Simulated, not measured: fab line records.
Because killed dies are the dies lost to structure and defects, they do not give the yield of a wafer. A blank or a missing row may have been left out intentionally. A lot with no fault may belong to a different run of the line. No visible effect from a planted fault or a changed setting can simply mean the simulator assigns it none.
What tool caused it?    flow sky130    6 lots, 18 wafers sampled, at 1 step of a route of 708

WHAT EACH GAUGE READ, for each wafer
SKY_VIA2_BOW_MEAS_03.
lot   measured      on             VIA2_BOW (um)
L144  day 35 15:04  film_metro-02  80 81 94
L147  day 36 07:46  film_metro-01  91 92 81
L153  day 37 21:45  film_metro-03  88 79 88
L155  day 38 16:34  film_metro-02  84 68 86
L164  day 42 03:34  film_metro-02  97 87 90
L165  day 42 11:04  film_metro-03  94 88 77

WHAT TOOL EACH LOT RAN ON (gives the tool, then ch and the chambers of the sampled wafers, and finally the start)
Before these readings, the record contains no process step.

THE ANSWER, worked out from the rows above alone
Rule: usual is defined by the lots themselves. Put in order of their means at a reading, lots are off if they are a third of the lots or fewer, leave a main group of 4 or more, and stand apart from it by a gap of 3 or more times the standard deviation of the main group's means; of several such gaps the widest counts. Not used: any main group whose means are identical at the precision the tables above print for the reading. A lot without any number at a reading at which 4 lots or more have one is off too. The other lots that the step has rows for count as sound.
Nothing can be told from this: no lot is off at any reading shown.

WHAT WAS PUT IN BY THE SIMULATOR
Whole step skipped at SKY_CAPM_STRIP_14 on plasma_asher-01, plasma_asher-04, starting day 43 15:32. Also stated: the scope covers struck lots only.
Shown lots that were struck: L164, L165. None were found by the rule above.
